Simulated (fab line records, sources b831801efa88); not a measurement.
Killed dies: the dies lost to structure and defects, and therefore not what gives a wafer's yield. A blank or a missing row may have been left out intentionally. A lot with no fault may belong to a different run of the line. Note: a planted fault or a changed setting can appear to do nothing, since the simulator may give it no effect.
Struck lot and sound lot, side by side | flow gf180mcu | 43 steps out of a route of 602
Sound: the wafers L597.1, L597.2, L597.6. Wafers L600.2, L600.5, L600.6 were the ones struck. The cause is given at the end.
At each step with rows: each side's tool, then ch and its chambers, then its first start. Under that, the readings that differ: sound wafers | struck wafers | difference of the means | sigmas: that difference in standard deviations of wafers without a fault.
alike: readings with means less than 2 such deviations apart, plus words and numbers identical on both sides. not compared: withheld readings, readings lacking a value on some wafer, bounds such as >300 that could conceal the same value, and numbers that have no deviation in the record and whose values overlap.
The two part at a step that has a row with sigmas, a row that says differs or no value, or rows on one side only. When numbers do not overlap yet have no deviation, they are printed without sigmas and do not part them. A reading missing from all wafers of one side parts the sides only when that side holds two or more wafers.

first, 4 steps without rows for these wafers: GF_M4_SOFTBAKE_10 (time 60 s); GF_M4_EXPOSE_11 (exposes mask Metal4, target cd 280 nm); GF_M4_PEB_12 (peb time 90 s); GF_M4_DEVELOP_13 (develop time 60 s).
GF_M4_CD_MEAS_14: target cd 280 nm.
  sound on cd_sem-02, day 25 02:51; struck on cd_sem-02, day 26 03:13
  alike: cd_nm
GF_M4_OVL_MEAS_15:
  sound on overlay-02, day 25 02:58; struck on overlay-01, day 26 03:19
  reading     | sound | struck      | difference | sigmas
  M4_OVL (nm) | 0 3 4 | -12 -11 -14 | -15        | -3
then, 5 steps without rows for these wafers: GF_M4_METAL_ETCH_16 (etches the open film in Cl2/BCl3, stops on SiO2, target depth 750.8 nm, time 125.1 s); GF_M4_STRIP_17 (strips in O2/N2); GF_M4_STRIP_18 (strips in post etch residue remover, time 1200 s); GF_M4_CLEAN_19 (cleans in DIW); GF_V4_CVD_00 (deposits SiO2, target thk 600 nm, time 100 s).
GF_V4_THK_MEAS_01:
  sound on film_metro-02, day 25 03:44; struck on film_metro-02, day 26 04:07
  reading            | sound       | struck      | difference | sigmas
  V4_CVD_00_THK (nm) | 620 605 616 | 598 602 596 | -15        | -3
GF_V4_CVD_02: deposits SiO2 from TEOS, target thk 850 nm, time 94.851 s.
  sound on pecvd-02 ch 0,1, day 25 03:48; struck on pecvd-02 ch 1,2, day 26 04:10
  alike: heater_power_w
GF_V4_THK_MEAS_03:
  sound on film_metro-04, day 25 03:52; struck on film_metro-02, day 26 04:18
  alike: V4_CVD_02_THK
then, 1 step without rows for these wafers: GF_V4_CMP_04 (polishes SiO2).
GF_V4_BOW_MEAS_05:
  sound on film_metro-02, day 25 04:17; struck on film_metro-04, day 26 04:40
  alike: V4_BOW
then, 8 steps without rows for these wafers: GF_V4_DEHYDRATE_06 (time 60 s); GF_V4_HMDS_07 (prime time 60 s); GF_V4_COAT_08; GF_V4_COAT_09 (resist thk 1000 nm); GF_V4_SOFTBAKE_10 (time 60 s); GF_V4_EXPOSE_11 (exposes mask Via4, target cd 260 nm); GF_V4_PEB_12 (peb time 90 s); GF_V4_DEVELOP_13 (develop time 60 s).
GF_V4_CD_MEAS_14: target cd 260 nm.
  sound on cd_sem-02, day 26 02:05; struck on cd_sem-02, day 27 01:22
  alike: cd_nm
GF_V4_OVL_MEAS_15:
  sound on overlay-02, day 26 02:13; struck on overlay-01, day 27 01:28
  alike: V4_OVL
GF_V4_ETCH_16: etches BARC in N2/H2.
  sound on rie_diel-02 ch 0,1,2, day 26 02:15; struck on rie_diel-01 ch 0,3, day 27 01:30
  alike: drypump_motor_current_A, oes_product_au, throttle_valve_pct
then, 4 steps without rows for these wafers: GF_V4_ETCH_17 (etches SiO2 in C4F8/O2/Ar, stops on TiN, target depth 630 nm); GF_V4_STRIP_18 (strips in O2/N2); GF_V4_STRIP_19 (strips in post etch residue remover, time 1200 s); GF_V4_CLEAN_20 (cleans in DIW).
GF_V4_SPUTTER_21: material Ti, target thk 15 nm, time 80.02 s.
  sound on pvd_sputter-01, day 26 03:01; struck on pvd_sputter-04, day 27 02:12
  alike: throttle_valve_pct
then, 1 step without rows for these wafers: GF_V4_SPUTTER_22 (material TiN, target thk 10 nm, time 40 s).
GF_V4_CVD_23: deposits W, target thk 350 nm, time 104.9 s.
  sound on cvd_w-01 ch 0,1, day 26 03:07; struck on cvd_w-01 ch 0,1, day 27 02:18
  alike: heater_power_w
GF_V4_RS_MEAS_24: the measuring method here is four-point-probe.
  sound on film_metro-04, day 26 03:14; struck on film_metro-03, day 27 02:26
  alike: V4_W_RS
GF_V4_THK_MEAS_25: measures by xrf.
  sound on film_metro-04, day 26 03:21; struck on film_metro-03, day 27 02:32
  alike: V4_W_THK
then, 1 step without rows for these wafers: GF_V4_CMP_26 (polishes, stops on SiO2, t overpolish 15 s, target thk 0 nm).
GF_MIM_SPUTTER_00: material Ti, target thk 37.5 nm, time 150 s.
  sound on pvd_sputter-03, day 26 03:43; struck on pvd_sputter-03, day 27 02:53
  alike: throttle_valve_pct
then, 3 steps without rows for these wafers: GF_MIM_SPUTTER_01 (material TiN, target thk 30 nm, time 25 s); GF_MIM_SPUTTER_02 (material AlCu, target thk 450 nm, time 23.9 s); GF_MIM_SPUTTER_03 (material Ti, target thk 10 nm, time 6.7 s).
GF_MIM_SPUTTER_04: material TiN, target thk 50 nm, time 41.7 s.
  sound on pvd_sputter-03, day 26 03:53; struck on pvd_sputter-03, day 27 03:04
  alike: throttle_valve_pct
-- the record jumps here: 4 days lie between the struck wafers' starts before and after (it left off in module MIM and takes up again in module PASSIVATION, whose first step shown is number 602 of the route) --
GF_PASSIVATION_PROBE_99:
  rows exist in the record for the struck wafers here (prober-02, day 31 09:05), but not for the sound ones

== WHERE THEY PART ==
Last at GF_PASSIVATION_PROBE_99 as far as this record goes, first at GF_M4_OVL_MEAS_15.

WHY: what the simulator had put in
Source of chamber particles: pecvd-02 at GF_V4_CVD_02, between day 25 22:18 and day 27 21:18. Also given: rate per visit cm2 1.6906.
